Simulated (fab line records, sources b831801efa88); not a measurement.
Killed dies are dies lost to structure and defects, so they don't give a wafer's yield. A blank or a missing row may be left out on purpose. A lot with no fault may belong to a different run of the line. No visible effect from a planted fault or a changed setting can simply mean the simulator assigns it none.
Problem report, 8D (eight disciplines) form, completed by code	flow sfq-line	the parts of the form that need people (team, actions taken, sign-off) are left out

== 1. THE PROBLEM ==
M2_NB_RS at SFQ_M2_RS_MEAS_914 reads a mean of 0.840 ohm/sq on 2 wafers of 2 lots; wafers without a fault read 0.896 ohm/sq with a standard deviation of 0.0097. Relative to the usual mean, that is a shift of -5.8 standard deviations.
The step: measures by four-point-probe.
First observed at day 21 12:38: wafer L359.1, on film-metro-03. The record has a number at this step for 40 wafers belonging to 14 lots. By rule, "out" or "out of limits" means more than 4 standard deviations away from the usual mean. The other wafers with a number count as sound.

== 2. WHAT IT IS AND WHAT IT IS NOT ==
question	is	is not
which readings at this step	M2_NB_RS	-
which lots	L359, L361	L349, L350, L351, L352, L353, L364, L365, L367, L368, L369, L370, L371
which wafers of those lots	L359.1, L361.1	L359.3, L361.3
read on which gauges	film-metro-01, film-metro-03	film-metro-02
when	from day 21 12:38	up to then (16 sound wafers); but 22 sound wafers of L361, L364, L365, L367, L368, L369, L370, L371 came after

== 3. WHAT RULES OUT EACH SUSPECT ==
Counting: if a tool at a process step up to the reading ran every lot that is out, it stays a suspect. Sound lots after the first of them don't rule it out here, since some wafers of a struck lot are sound.
- the gauge at SFQ_M2_RS_MEAS_914 has been ruled out. Those wafers that are out were read across 2 gauges (film-metro-01, film-metro-03).
- pvd-sputter-04 at SFQ_TRILAYER_M2_DEP_SPUTTER_055 (material Nb, target thk 200 nm, time 133.3 s): kept. It processed each lot that is out (first: L359, day 21 12:32); up to then, its last sound lot is L353 (day 19 03:43).
After counting, what remains is pvd-sputter-04 at SFQ_TRILAYER_M2_DEP_SPUTTER_055.

== 4. THE CAUSE (what the simulator had put in) ==
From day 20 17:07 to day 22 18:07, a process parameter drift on pvd-sputter-04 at SFQ_TRILAYER_M2_DEP_SPUTTER_055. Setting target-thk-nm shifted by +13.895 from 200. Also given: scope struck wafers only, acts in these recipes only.
After counting, this tool was the only one left.

== 5. SEQUENCE OF EFFECTS, ordered by route ==
Each row: a reading where the mean over the struck wafers with a number is more than 3 standard deviations away from the usual. Readings are gone through only where the record gives a usual standard deviation; hours: the median, over the lots, of the time from a lot's start at the first step in this table giving one to that lot's start at this step; sigmas: the change measured in usual standard deviations.
hours	step	reading	usual	on struck wafers	change	sigmas
0	SFQ_M2_RS_MEAS_914	M2_NB_RS	0.896 ohm/sq	0.840	-0.056	-5.8
145	SFQ_TRILAYER_M2_ETCH_METAL_ETCH_060	oes-product-au	0.891 a.u.	0.927	+0.036	+5.1
Its process steps:
- SFQ_TRILAYER_M2_ETCH_METAL_ETCH_060: etches Nb in Cl2/Ar, stops on SiO2, target depth 240 nm, time 120 s.

== 6. WHAT WOULD HAVE CAUGHT IT SOONER ==
In this record the first reading out of limits at a measuring or inspecting step was taken at day 21 12:38, 20 hours after the fault began at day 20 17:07.
Tool readings at SFQ_TRILAYER_M2_DEP_SPUTTER_055 with a usual standard deviation given in the record: none out on any struck wafer, hence no alarm at a limit of 4 standard deviations on them.
Among the 2 lots that are out, L361 began SFQ_TRILAYER_M2_DEP_SPUTTER_055 on pvd-sputter-04 after day 21 12:38. Putting the tool on hold at that point would have spared it.
